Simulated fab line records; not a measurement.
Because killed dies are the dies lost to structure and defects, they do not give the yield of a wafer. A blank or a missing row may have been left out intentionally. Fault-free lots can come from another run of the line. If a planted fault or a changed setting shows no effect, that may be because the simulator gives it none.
Which of the tools did it?	flow sky130	36 wafers sampled from 12 lots at 1 step of a route of 708

WHAT THE GAUGES READ, wafer by wafer
SKY_VIA1_RS_MEAS_22: measures by four-point-probe.
lot	measured	on	VIA1_W_RS (ohm/sq)
L075	day 34 09:49	film-metro-01	0.427 0.428 0.429
L077	day 35 13:46	film-metro-03	0.421 0.431 0.435
L078	day 36 00:28	film-metro-04	0.434 0.430 0.431
L081	day 36 18:10	film-metro-04	0.418 0.426 0.424
L083	day 36 20:29	film-metro-03	0.424 0.419 0.424
L085	day 37 16:59	film-metro-04	0.427 0.429 0.428
L087	day 38 08:40	film-metro-03	0.432 0.428 0.431
L088	day 38 19:26	film-metro-03	0.429 0.420 0.418
L091	day 39 12:27	film-metro-04	0.433 0.432 0.433
L093	day 39 23:17	film-metro-04	0.428 0.436 0.438
L095	day 40 09:22	film-metro-01	0.428 0.419 0.429
L097	day 41 01:39	film-metro-03	0.428 0.420 0.430

EACH LOT AND THE TOOL THAT RAN IT (in order: tool; ch and the chambers of the sampled wafers; start)
There is no process step in the record ahead of these readings.

THE ANSWER, worked out from the rows above alone
Rule: usual is defined by the lots themselves. Put in order of their means at a reading, lots are off if they are a third of the lots or fewer, leave a main group of 4 or more, and stand apart from it by a gap of 3 or more times the standard deviation of the main group's means; of several such gaps the widest counts. A main group whose means are all the same, to the digits that the tables above print for the reading, isn't used. A lot without any number at a reading at which 4 lots or more have one is off too. Where the step has rows for the other lots, those lots are counted as sound.
No lot is off on any of the readings shown, so nothing can be concluded from this.

WHAT THE SIMULATOR HAD INSERTED
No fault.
